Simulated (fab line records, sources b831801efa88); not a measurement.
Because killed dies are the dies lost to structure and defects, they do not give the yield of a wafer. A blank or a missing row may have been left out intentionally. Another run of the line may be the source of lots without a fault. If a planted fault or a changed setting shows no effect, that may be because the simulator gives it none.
Chamber matching ; flow gf180mcu ; GF_V5_CMP_04 on cmp-01 has 4 sister chambers
The step polishes SiO2. 8 wafers are shown with their chamber, then 10 later ones without.

WAFERS PAIRED WITH THEIR CHAMBERS
wafer;chamber;motor current A (A);retaining ring pressure frac
L078.3;0;10.0;1.002
L085.2;2;11.7;1.007
L085.6;2;12.4;1.007
L086.2;1;11.5;1.006
L086.3;3;11.2;1.001
L086.6;0;10.0;1.004
L087.2;1;12.0;1.000
L087.4;3;11.0;1.001

WAFERS WITH NO CHAMBER GIVEN
wafer;motor current A (A);retaining ring pressure frac
L087.6;12.1;1.000
L090.1;10.2;1.006
L090.3;11.4;1.000
L090.5;10.0;1.004
L091.2;11.3;0.991
L091.3;10.9;0.996
L091.4;11.9;1.006
L092.2;11.2;1.002
L092.3;11.0;1.004
L092.6;10.7;1.005

EACH ONE'S CHAMBER
wafer;from the rows above;in truth
L087.6;can't be placed: 1 or 2 or 3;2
L090.1;0;0
L090.3;can't be placed: 3 or 1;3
L090.5;0;0
L091.2;can't be placed: 3 or 1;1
L091.3;can't be placed: 3 or 1 or 0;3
L091.4;can't be placed: 2 or 1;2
L092.2;can't be placed: 3 or 1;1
L092.3;can't be placed: 3 or 1 or 0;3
L092.6;can't be placed: 3 or 0 or 1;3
2 of 10 placed correctly. Unplaceable from these rows: 8, with the true chamber sitting among the candidates in 8. Wrongly placed: 0.
How it was worked out, from the rows above alone: a wafer's distance from a chamber is the root of the sum, over the readings, of the square of ((its reading less the chamber's mean) divided by the reading's scatter). If the next closest chamber is less than 2 further off than the closest, the wafer can't be placed; otherwise it belongs to the closest. For every chamber, the mean is computed from those of its wafers that are shown. The scatter: the root of (the sum of the squares of (reading less its chamber's mean) over the shown wafers, divided by (wafers less chambers)).
